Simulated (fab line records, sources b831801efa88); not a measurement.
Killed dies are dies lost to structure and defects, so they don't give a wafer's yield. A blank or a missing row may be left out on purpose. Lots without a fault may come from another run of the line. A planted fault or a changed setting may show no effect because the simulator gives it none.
Chamber matching | flow gf180mcu | GF_MIM_CVD_05 on pecvd-02: 3 sister chambers
The step deposits Si3N4, target thk 42 nm, time 29.086 s. 3 wafers are shown with their chamber, then 10 later ones without.

WAFERS WITH THEIR CHAMBER
wafer  | chamber | heater_power_w (W)
L086.2 | 1       | 556
L091.3 | 2       | 812
L091.4 | 0       | 495

WAFERS WITHOUT THEIR CHAMBER
wafer  | heater_power_w (W)
L091.5 | 816
L092.2 | 547
L092.3 | 482
L092.4 | 546
L095.4 | 545
L095.5 | 511
L095.6 | 703
L096.4 | 818
L096.5 | 571
L096.6 | 540

WHICH CHAMBER EACH WENT THROUGH
wafer  | from the rows above     | in truth
L091.5 | 2                       | 2
L092.2 | can't be placed: 1 or 0 | 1
L092.3 | can't be placed: 0 or 1 | 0
L092.4 | can't be placed: 1 or 0 | 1
L095.4 | can't be placed: 1 or 0 | 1
L095.5 | can't be placed: 0 or 1 | 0
L095.6 | can't be placed: 2 or 1 | 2
L096.4 | 2                       | 2
L096.5 | can't be placed: 1 or 0 | 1
L096.6 | can't be placed: 1 or 0 | 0
Placed correctly: 2 of 10. Can't be placed from these rows: 8 (the true chamber is among the candidates in 8). Placed wrongly: 0.
How it was worked out, from the rows above alone: a wafer's distance from a chamber is the root of the sum, over the readings, of the square of ((its reading less the chamber's mean) divided by the reading's scatter). The wafer belongs to the nearest chamber; if the next one is less than 2 further off, it can't be placed. A chamber's mean is the mean of its shown wafers. The scatter: with one shown wafer a chamber, the root of the mean of the squares of how far each hidden wafer lies from its nearest shown one.
